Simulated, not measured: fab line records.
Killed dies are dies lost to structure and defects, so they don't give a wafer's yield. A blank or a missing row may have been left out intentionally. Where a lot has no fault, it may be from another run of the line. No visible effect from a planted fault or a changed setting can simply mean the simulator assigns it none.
The tool behind it: which one? :: flow sky130 :: 24 lots, 72 wafers sampled, at 5 steps of a route of 708

WHAT THE GAUGES SHOWED, per wafer
SKY_SONOS_TUNNEL_TW_MEAS_12. Usual: SONOS_TUNNEL_TW gives 197.9 (standard deviation 1.3).
lot: L074
measured: day 11 10:14
on: film_metro-03
SONOS_TUNNEL_TW: 201.1 199.6 199.3
flag: 

lot: L075
measured: day 11 19:26
on: film_metro-02
SONOS_TUNNEL_TW: 196.7 196.9 198.0
flag: 

lot: L076
measured: day 11 23:59
on: film_metro-03
SONOS_TUNNEL_TW: 201.1 200.2 200.0
flag: 

lot: L077
measured: day 12 03:37
on: film_metro-01
SONOS_TUNNEL_TW: 195.9 195.5 195.9
flag: 

lot: L078
measured: day 12 10:41
on: film_metro-01
SONOS_TUNNEL_TW: 196.4 196.5 195.4
flag: 

lot: L079
measured: day 13 00:20
on: film_metro-03
SONOS_TUNNEL_TW: 198.7 199.1 199.6
flag: 

lot: L080
measured: day 13 05:21
on: film_metro-02
SONOS_TUNNEL_TW: 198.1 198.4 198.6
flag: 

lot: L081
measured: day 13 12:25
on: film_metro-01
SONOS_TUNNEL_TW: 196.8 196.9 196.9
flag: 

lot: L082
measured: day 13 23:53
on: film_metro-01
SONOS_TUNNEL_TW: 197.0 197.0 196.5
flag: 

lot: L083
measured: day 14 08:38
on: film_metro-02
SONOS_TUNNEL_TW: 196.4 197.7 197.5
flag: 

lot: L084
measured: day 14 15:20
on: film_metro-01
SONOS_TUNNEL_TW: 198.8 198.3 197.8
flag: 

lot: L085
measured: day 15 02:14
on: film_metro-02
SONOS_TUNNEL_TW: 197.2 197.1 197.0
flag: 

lot: L086
measured: day 15 05:33
on: film_metro-02
SONOS_TUNNEL_TW: 196.9 196.6 197.1
flag: 

lot: L087
measured: day 15 20:53
on: film_metro-01
SONOS_TUNNEL_TW: 198.5 198.4 198.7
flag: 

lot: L088
measured: day 15 22:36
on: film_metro-01
SONOS_TUNNEL_TW: 198.1 198.6 199.1
flag: 

lot: L089
measured: day 16 10:26
on: film_metro-03
SONOS_TUNNEL_TW: 200.0 200.8 200.2
flag: 

lot: L090
measured: day 16 13:08
on: film_metro-01
SONOS_TUNNEL_TW: 198.5 197.9 199.2
flag: 

lot: L091
measured: day 16 21:50
on: film_metro-02
SONOS_TUNNEL_TW: 197.3 197.4 196.2
flag: 

lot: L092
measured: day 17 02:28
on: film_metro-01
SONOS_TUNNEL_TW: 196.7 196.5 197.3
flag: 

lot: L093
measured: day 17 09:28
on: film_metro-03
SONOS_TUNNEL_TW: 199.2 198.8 199.8
flag: 

lot: L094
measured: day 17 19:26
on: film_metro-01
SONOS_TUNNEL_TW: 196.0 197.4 196.9
flag: 

lot: L095
measured: day 18 06:04
on: film_metro-02
SONOS_TUNNEL_TW: 197.3 197.7 196.0
flag: 

lot: L096
measured: day 18 17:26
on: film_metro-01
SONOS_TUNNEL_TW: 198.8 197.4 198.0
flag: 

lot: L097
measured: day 18 22:10
on: film_metro-03
SONOS_TUNNEL_TW: 198.7 199.0 199.0
flag: 

SKY_SD_N_OVL_MEAS_08. Usual: SD_N_OVL gives -0.3 nm (standard deviation 1.5).
lot: L074
measured: day 28 05:47
on: overlay-02
SD_N_OVL (nm): -0.4 -2.1 0.0
flag: 

lot: L075
measured: day 28 08:53
on: overlay-02
SD_N_OVL (nm): -1.2 0.6 1.5
flag: 

lot: L076
measured: day 28 12:23
on: overlay-01
SD_N_OVL (nm): 1.2 1.7 0.4
flag: 

lot: L077
measured: day 28 21:05
on: overlay-02
SD_N_OVL (nm): -2.2 -1.8 -0.3
flag: 

lot: L078
measured: day 29 03:53
on: overlay-02
SD_N_OVL (nm): 0.8 0.7 0.0
flag: 

lot: L079
measured: day 29 13:24
on: overlay-02
SD_N_OVL (nm): -2.5 0.0 -2.7
flag: 

lot: L080
measured: day 29 18:23
on: overlay-01
SD_N_OVL (nm): -2.0 -1.5 -4.5
flag: 

lot: L081
measured: day 30 07:11
on: overlay-02
SD_N_OVL (nm): -0.9 -0.5 -0.7
flag: 

lot: L082
measured: day 30 17:11
on: overlay-02
SD_N_OVL (nm): 2.0 -0.1 2.4
flag: 

lot: L083
measured: day 31 05:22
on: overlay-02
SD_N_OVL (nm): -0.7 -0.3 0.3
flag: 

lot: L084
measured: day 31 06:32
on: overlay-01
SD_N_OVL (nm): -0.9 0.4 0.5
flag: 

lot: L085
measured: day 31 16:53
on: overlay-02
SD_N_OVL (nm): 0.2 0.4 -1.5
flag: 

lot: L086
measured: day 31 23:44
on: overlay-02
SD_N_OVL (nm): 0.6 1.1 3.9
flag: 

lot: L087
measured: day 33 08:47
on: overlay-01
SD_N_OVL (nm): 0.2 -0.7 -1.0
flag: 

lot: L088
measured: day 33 09:20
on: overlay-01
SD_N_OVL (nm): -3.2 -0.8 -2.1
flag: 

lot: L089
measured: day 33 09:35
on: overlay-02
SD_N_OVL (nm): -0.4 0.2 0.1
flag: 

lot: L090
measured: day 33 10:47
on: overlay-01
SD_N_OVL (nm): 1.7 1.2 3.0
flag: 

lot: L091
measured: day 33 12:14
on: overlay-01
SD_N_OVL (nm): -1.2 -1.5 -0.6
flag: 

lot: L092
measured: day 33 14:38
on: overlay-01
SD_N_OVL (nm): -2.5 -2.5 -0.8
flag: 

lot: L093
measured: day 33 16:47
on: overlay-02
SD_N_OVL (nm): -1.4 -0.8 -0.9
flag: 

lot: L094
measured: day 34 04:02
on: overlay-02
SD_N_OVL (nm): 0.6 2.0 -1.0
flag: 

lot: L095
measured: day 34 17:32
on: overlay-02
SD_N_OVL (nm): 3.1 1.7 0.5
flag: 

lot: L096
measured: day 35 05:20
on: overlay-01
SD_N_OVL (nm): 0.0 2.2 -0.9
flag: 

lot: L097
measured: day 35 06:59
on: overlay-01
SD_N_OVL (nm): -1.0 -0.5 -1.0
flag: 

SKY_CAP2M_THK_MEAS_01. Usual: CAP2M_CVD_00_THK gives 15.52 nm (standard deviation 0.22).
lot: L074
measured: day 39 23:36
on: film_metro-01
CAP2M_CVD_00_THK (nm): 15.12 15.38 15.44
flag: 

lot: L075
measured: day 40 02:55
on: film_metro-02
CAP2M_CVD_00_THK (nm): 15.49 15.38 15.71
flag: 

lot: L076
measured: day 40 05:28
on: film_metro-02
CAP2M_CVD_00_THK (nm): 15.13 15.51 15.62
flag: 

lot: L077
measured: day 40 15:02
on: film_metro-01
CAP2M_CVD_00_THK (nm): 15.51 15.68 15.77
flag: 

lot: L078
measured: day 40 21:36
on: film_metro-03
CAP2M_CVD_00_THK (nm): 15.61 15.79 15.89
flag: 

lot: L079
measured: day 41 05:35
on: film_metro-02
CAP2M_CVD_00_THK (nm): 16.00 15.98 15.92
flag: 

lot: L080
measured: day 41 09:44
on: film_metro-01
CAP2M_CVD_00_THK (nm): 15.46 15.52 15.65
flag: 

lot: L081
measured: day 41 17:57
on: film_metro-02
CAP2M_CVD_00_THK (nm): 15.57 15.69 15.85
flag: 

lot: L082
measured: day 42 02:29
on: film_metro-03
CAP2M_CVD_00_THK (nm): 15.31 15.68 15.38
flag: 

lot: L083
measured: day 42 14:38
on: film_metro-01
CAP2M_CVD_00_THK (nm): 15.64 15.75 15.41
flag: 

lot: L084
measured: day 42 14:42
on: film_metro-03
CAP2M_CVD_00_THK (nm): 15.49 15.60 15.81
flag: 

lot: L085
measured: day 43 01:58
on: film_metro-03
CAP2M_CVD_00_THK (nm): 15.66 15.95 16.02
flag: 

lot: L086
measured: day 43 03:50
on: film_metro-03
CAP2M_CVD_00_THK (nm): 15.21 15.37 15.33
flag: 

lot: L087
measured: day 44 11:07
on: film_metro-03
CAP2M_CVD_00_THK (nm): 15.42 15.52 15.66
flag: 

lot: L088
measured: day 44 12:35
on: film_metro-01
CAP2M_CVD_00_THK (nm): 15.38 15.32 15.79
flag: 

lot: L089
measured: day 44 12:52
on: film_metro-01
CAP2M_CVD_00_THK (nm): 15.41 15.38 15.36
flag: 

lot: L090
measured: day 44 13:40
on: film_metro-02
CAP2M_CVD_00_THK (nm): 15.62 15.72 15.79
flag: 

lot: L091
measured: day 44 14:04
on: film_metro-01
CAP2M_CVD_00_THK (nm): 15.50 15.44 15.61
flag: 

lot: L092
measured: day 44 15:31
on: film_metro-02
CAP2M_CVD_00_THK (nm): 15.50 15.49 15.89
flag: 

lot: L093
measured: day 44 18:40
on: film_metro-01
CAP2M_CVD_00_THK (nm): 15.53 15.68 15.95
flag: 

lot: L094
measured: day 45 03:03
on: film_metro-02
CAP2M_CVD_00_THK (nm): 15.28 15.33 15.53
flag: 

lot: L095
measured: day 45 14:15
on: film_metro-02
CAP2M_CVD_00_THK (nm): 15.45 15.54 15.69
flag: 

lot: L096
measured: day 45 23:37
on: film_metro-03
CAP2M_CVD_00_THK (nm): 15.27 15.63 15.57
flag: 

lot: L097
measured: day 45 23:19
on: film_metro-03
CAP2M_CVD_00_THK (nm): 15.05 15.23 15.70
flag: 

WHICH TOOL RAN EACH LOT (tool, then ch and the chambers of the sampled wafers, then the start)
lot: L074
SKY_LI_CONTACT_ETCH_14: rie_diel-04 ch 0,1,3, day 29 12:01
SKY_METAL3_SPUTTER_02: pvd_sputter-02, day 36 15:03

lot: L075
SKY_LI_CONTACT_ETCH_14: rie_diel-01 ch 2,3, day 29 13:44
SKY_METAL3_SPUTTER_02: pvd_sputter-02, day 36 17:50

lot: L076
SKY_LI_CONTACT_ETCH_14: rie_diel-01 ch 1,2,3, day 29 16:41
SKY_METAL3_SPUTTER_02: pvd_sputter-03, day 36 20:28

lot: L077
SKY_LI_CONTACT_ETCH_14: rie_diel-04 ch 0,2, day 30 03:22
SKY_METAL3_SPUTTER_02: pvd_sputter-04, day 37 07:52

lot: L078
SKY_LI_CONTACT_ETCH_14: rie_diel-02 ch 1,2, day 30 10:02
SKY_METAL3_SPUTTER_02: pvd_sputter-04, day 37 15:30

lot: L079
SKY_LI_CONTACT_ETCH_14: rie_diel-04 ch 0,1,2, day 30 20:44
SKY_METAL3_SPUTTER_02: pvd_sputter-02, day 37 22:04

lot: L080
SKY_LI_CONTACT_ETCH_14: rie_diel-01 ch 0,1, day 31 00:34
SKY_METAL3_SPUTTER_02: pvd_sputter-02, day 38 03:15

lot: L081
SKY_LI_CONTACT_ETCH_14: rie_diel-02 ch 1,2,3, day 31 12:55
SKY_METAL3_SPUTTER_02: pvd_sputter-02, day 38 13:56

lot: L082
SKY_LI_CONTACT_ETCH_14: rie_diel-04 ch 1,3, day 31 22:10
SKY_METAL3_SPUTTER_02: pvd_sputter-04, day 38 21:04

lot: L083
SKY_LI_CONTACT_ETCH_14: rie_diel-04 ch 0,2,3, day 32 10:20
SKY_METAL3_SPUTTER_02: pvd_sputter-02, day 39 09:55

lot: L084
SKY_LI_CONTACT_ETCH_14: rie_diel-01 ch 0,1,2, day 32 11:07
SKY_METAL3_SPUTTER_02: pvd_sputter-03, day 39 09:59

lot: L085
SKY_LI_CONTACT_ETCH_14: rie_diel-02 ch 2,3, day 32 21:23
SKY_METAL3_SPUTTER_02: pvd_sputter-03, day 39 21:00

lot: L086
SKY_LI_CONTACT_ETCH_14: rie_diel-04 ch 0,2,3, day 33 04:31
SKY_METAL3_SPUTTER_02: pvd_sputter-03, day 40 01:53

lot: L087
SKY_LI_CONTACT_ETCH_14: rie_diel-04 ch 2,3, day 34 13:40
SKY_METAL3_SPUTTER_02: pvd_sputter-03, day 41 08:42

lot: L088
SKY_LI_CONTACT_ETCH_14: rie_diel-01 ch 0,2,3, day 34 14:16
SKY_METAL3_SPUTTER_02: pvd_sputter-04, day 41 09:54

lot: L089
SKY_LI_CONTACT_ETCH_14: rie_diel-04 ch 0,2, day 34 14:37
SKY_METAL3_SPUTTER_02: pvd_sputter-02, day 41 10:12

lot: L090
SKY_LI_CONTACT_ETCH_14: rie_diel-01 ch 1,3, day 34 15:34
SKY_METAL3_SPUTTER_02: pvd_sputter-02, day 41 10:30

lot: L091
SKY_LI_CONTACT_ETCH_14: rie_diel-02 ch 1,3, day 34 17:07
SKY_METAL3_SPUTTER_02: pvd_sputter-04, day 41 10:51

lot: L092
SKY_LI_CONTACT_ETCH_14: rie_diel-04 ch 1,2,3, day 34 18:52
SKY_METAL3_SPUTTER_02: pvd_sputter-02, day 41 13:43

lot: L093
SKY_LI_CONTACT_ETCH_14: rie_diel-02 ch 1,2, day 34 20:58
SKY_METAL3_SPUTTER_02: pvd_sputter-03, day 41 16:17

lot: L094
SKY_LI_CONTACT_ETCH_14: rie_diel-01 ch 0,1,2, day 35 08:04
SKY_METAL3_SPUTTER_02: pvd_sputter-02, day 42 01:24

lot: L095
SKY_LI_CONTACT_ETCH_14: rie_diel-01 ch 0,2, day 35 20:59
SKY_METAL3_SPUTTER_02: pvd_sputter-03, day 42 14:08

lot: L096
SKY_LI_CONTACT_ETCH_14: rie_diel-04 ch 0,1,2, day 36 09:01
SKY_METAL3_SPUTTER_02: pvd_sputter-03, day 42 22:17

lot: L097
SKY_LI_CONTACT_ETCH_14: rie_diel-02 ch 1,3, day 36 10:08
SKY_METAL3_SPUTTER_02: pvd_sputter-03, day 43 00:14
- SKY_LI_CONTACT_ETCH_14: etches BARC in N2/H2, stops on SiO2, time 45.9 s, target depth 60 nm.
- SKY_METAL3_SPUTTER_02: material AlCu, target thk 735 nm, time 39.1 s.

AS READ BY THE TOOLS THEMSELVES (means over the sampled wafers that have a number; for cases with no such wafer, the mark the record gives instead)
SKY_LI_CONTACT_ETCH_14. Usual: bias_w 100.0 W, standard deviation 0.31; drypump_motor_current_A 5.7 A, standard deviation 0.37; oes_product_au 0.854 a.u., standard deviation 0.0047; throttle_valve_pct 13.227 %, standard deviation 0.0096.
lot: L074
tool: rie_diel-04
bias_w (W): 99.9
drypump_motor_current_A (A): 5.6
oes_product_au (a.u.): 0.852
throttle_valve_pct (%): 13.237
flag: 

lot: L075
tool: rie_diel-01
bias_w (W): 99.9
drypump_motor_current_A (A): 5.9
oes_product_au (a.u.): 0.852
throttle_valve_pct (%): 13.219
flag: 

lot: L076
tool: rie_diel-01
bias_w (W): 100.2
drypump_motor_current_A (A): 5.8
oes_product_au (a.u.): 0.853
throttle_valve_pct (%): 13.221
flag: 

lot: L077
tool: rie_diel-04
bias_w (W): 99.9
drypump_motor_current_A (A): 5.9
oes_product_au (a.u.): 0.853
throttle_valve_pct (%): 13.233
flag: 

lot: L078
tool: rie_diel-02
bias_w (W): 99.9
drypump_motor_current_A (A): 5.5
oes_product_au (a.u.): 0.853
throttle_valve_pct (%): 13.218
flag: 

lot: L079
tool: rie_diel-04
bias_w (W): 100.2
drypump_motor_current_A (A): 5.7
oes_product_au (a.u.): 0.850
throttle_valve_pct (%): 13.217
flag: 

lot: L080
tool: rie_diel-01
bias_w (W): 100.0
drypump_motor_current_A (A): 5.4
oes_product_au (a.u.): 0.856
throttle_valve_pct (%): 13.222
flag: 

lot: L081
tool: rie_diel-02
bias_w (W): 99.8
drypump_motor_current_A (A): 5.4
oes_product_au (a.u.): 0.852
throttle_valve_pct (%): 13.226
flag: 

lot: L082
tool: rie_diel-04
bias_w (W): 100.0
drypump_motor_current_A (A): 5.4
oes_product_au (a.u.): 0.856
throttle_valve_pct (%): 13.236
flag: 

lot: L083
tool: rie_diel-04
bias_w (W): 100.2
drypump_motor_current_A (A): 6.0
oes_product_au (a.u.): 0.854
throttle_valve_pct (%): 13.210
flag: 

lot: L084
tool: rie_diel-01
bias_w (W): 100.3
drypump_motor_current_A (A): 5.6
oes_product_au (a.u.): 0.854
throttle_valve_pct (%): 13.223
flag: 

lot: L085
tool: rie_diel-02
bias_w (W): 100.4
drypump_motor_current_A (A): 5.3
oes_product_au (a.u.): 0.854
throttle_valve_pct (%): 13.227
flag: 

lot: L086
tool: rie_diel-04
bias_w (W): 99.9
drypump_motor_current_A (A): 6.0
oes_product_au (a.u.): 0.855
throttle_valve_pct (%): 13.231
flag: 

lot: L087
tool: rie_diel-04
bias_w (W): 99.8
drypump_motor_current_A (A): 6.0
oes_product_au (a.u.): 0.852
throttle_valve_pct (%): 13.221
flag: 

lot: L088
tool: rie_diel-01
bias_w (W): 99.7
drypump_motor_current_A (A): 5.7
oes_product_au (a.u.): 0.852
throttle_valve_pct (%): 13.224
flag: 

lot: L089
tool: rie_diel-04
bias_w (W): 100.2
drypump_motor_current_A (A): 5.9
oes_product_au (a.u.): 0.854
throttle_valve_pct (%): 13.230
flag: 

lot: L090
tool: rie_diel-01
bias_w (W): 99.9
drypump_motor_current_A (A): 5.9
oes_product_au (a.u.): 0.854
throttle_valve_pct (%): 13.225
flag: 

lot: L091
tool: rie_diel-02
bias_w (W): 100.1
drypump_motor_current_A (A): 5.3
oes_product_au (a.u.): 0.853
throttle_valve_pct (%): 13.222
flag: 

lot: L092
tool: rie_diel-04
bias_w (W): 99.6
drypump_motor_current_A (A): 5.7
oes_product_au (a.u.): 0.853
throttle_valve_pct (%): 13.230
flag: 

lot: L093
tool: rie_diel-02
bias_w (W): 100.1
drypump_motor_current_A (A): 5.6
oes_product_au (a.u.): 0.849
throttle_valve_pct (%): 13.221
flag: 

lot: L094
tool: rie_diel-01
bias_w (W): 100.0
drypump_motor_current_A (A): 5.6
oes_product_au (a.u.): 0.856
throttle_valve_pct (%): 13.232
flag: 

lot: L095
tool: rie_diel-01
bias_w (W): 100.1
drypump_motor_current_A (A): 5.4
oes_product_au (a.u.): 0.851
throttle_valve_pct (%): 13.227
flag: 

lot: L096
tool: rie_diel-04
bias_w (W): 100.0
drypump_motor_current_A (A): 5.7
oes_product_au (a.u.): 0.851
throttle_valve_pct (%): 13.231
flag: 

lot: L097
tool: rie_diel-02
bias_w (W): 100.0
drypump_motor_current_A (A): 5.3
oes_product_au (a.u.): 0.854
throttle_valve_pct (%): 13.232
flag: 

SKY_METAL3_SPUTTER_02. Usual: 29.9 % for throttle_valve_pct, sd 1.1.
lot: L074
tool: pvd_sputter-02
throttle_valve_pct (%): 30.1
flag: 

lot: L075
tool: pvd_sputter-02
throttle_valve_pct (%): 29.5
flag: 

lot: L076
tool: pvd_sputter-03
throttle_valve_pct (%): 30.5
flag: 

lot: L077
tool: pvd_sputter-04
throttle_valve_pct (%): 30.8
flag: 

lot: L078
tool: pvd_sputter-04
throttle_valve_pct (%): 29.2
flag: 

lot: L079
tool: pvd_sputter-02
throttle_valve_pct (%): 29.5
flag: 

lot: L080
tool: pvd_sputter-02
throttle_valve_pct (%): 29.5
flag: 

lot: L081
tool: pvd_sputter-02
throttle_valve_pct (%): 29.0
flag: 

lot: L082
tool: pvd_sputter-04
throttle_valve_pct (%): 29.5
flag: 

lot: L083
tool: pvd_sputter-02
throttle_valve_pct (%): 29.6
flag: 

lot: L084
tool: pvd_sputter-03
throttle_valve_pct (%): 30.2
flag: 

lot: L085
tool: pvd_sputter-03
throttle_valve_pct (%): 30.5
flag: 

lot: L086
tool: pvd_sputter-03
throttle_valve_pct (%): 30.3
flag: 

lot: L087
tool: pvd_sputter-03
throttle_valve_pct (%): 30.3
flag: 

lot: L088
tool: pvd_sputter-04
throttle_valve_pct (%): 30.3
flag: 

lot: L089
tool: pvd_sputter-02
throttle_valve_pct (%): 29.1
flag: 

lot: L090
tool: pvd_sputter-02
throttle_valve_pct (%): 29.0
flag: 

lot: L091
tool: pvd_sputter-04
throttle_valve_pct (%): 29.8
flag: 

lot: L092
tool: pvd_sputter-02
throttle_valve_pct (%): 30.0
flag: 

lot: L093
tool: pvd_sputter-03
throttle_valve_pct (%): 30.5
flag: 

lot: L094
tool: pvd_sputter-02
throttle_valve_pct (%): 29.7
flag: 

lot: L095
tool: pvd_sputter-03
throttle_valve_pct (%): 30.6
flag: 

lot: L096
tool: pvd_sputter-03
throttle_valve_pct (%): 30.3
flag: 

lot: L097
tool: pvd_sputter-03
throttle_valve_pct (%): 30.4
flag: 

THE ANSWER, worked out from the rows above alone
Rule: take the mean of a lot's wafers that have a number; if it is more than 3 standard deviations from the usual mean, the lot is off. A lot without any number at a reading at which 4 lots or more have one is off too. All remaining lots with rows at the step are treated as sound. First the gauges in route order, then the tools' own readings, where a lot's mean is used as printed above. The first step at which some lot is off is used, and at that step the reading that is off furthest; a lot without a number counts as furthest.
None of the lots is off at any reading shown; this tells nothing.

WHAT THE SIMULATOR PUT IN
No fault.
